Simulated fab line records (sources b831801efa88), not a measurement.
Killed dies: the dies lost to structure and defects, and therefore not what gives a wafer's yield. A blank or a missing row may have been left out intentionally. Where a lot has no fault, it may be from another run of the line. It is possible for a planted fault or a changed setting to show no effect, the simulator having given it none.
Which tool is to blame? :: flow sky130 :: route of 708 steps, sampled at 1 step: 6 lots, 18 wafers

## WHAT THE GAUGES READ, wafer by wafer
SKY_VT_ADJUST_LVTN_OVL_MEAS_18.
lot: L478
measured: day 9 22:52
on: overlay-01
VT_ADJUST_LVTN_01_OVL (nm): 2.2 2.8 2.0

lot: L480
measured: day 10 20:45
on: overlay-02
VT_ADJUST_LVTN_01_OVL (nm): 2.8 2.8 2.5

lot: L485
measured: day 12 17:38
on: overlay-02
VT_ADJUST_LVTN_01_OVL (nm): 3.4 1.5 4.3

lot: L488
measured: day 13 01:44
on: overlay-01
VT_ADJUST_LVTN_01_OVL (nm): -0.3 -2.3 -0.9

lot: L490
measured: day 13 07:26
on: overlay-02
VT_ADJUST_LVTN_01_OVL (nm): 2.0 0.7 -0.2

lot: L493
measured: day 14 14:31
on: overlay-01
VT_ADJUST_LVTN_01_OVL (nm): 0.7 1.4 1.7

## WHAT TOOL EACH LOT RAN ON (gives the tool, then ch and the chambers of the sampled wafers, and finally the start)
There is no process step in the record ahead of these readings.

## THE ANSWER, worked out from the rows above alone
Rule: the usual values come from the lots themselves. The widest of any qualifying gaps counts: lots, ordered by their means at a reading, are off when they make up no more than a third of the lots, leave a main group of 4 or more, and stand apart from it by 3 or more times the standard deviation of that group's means. A main group whose means are all the same, to the digits that the tables above print for the reading, isn't used. Also off: a lot with no number at a reading for which 4 or more lots have one. Where the step has rows for the other lots, those lots are counted as sound.
Nothing can be told from this: no lot is off at any reading shown.

## WHAT THE SIMULATOR HAD INSERTED
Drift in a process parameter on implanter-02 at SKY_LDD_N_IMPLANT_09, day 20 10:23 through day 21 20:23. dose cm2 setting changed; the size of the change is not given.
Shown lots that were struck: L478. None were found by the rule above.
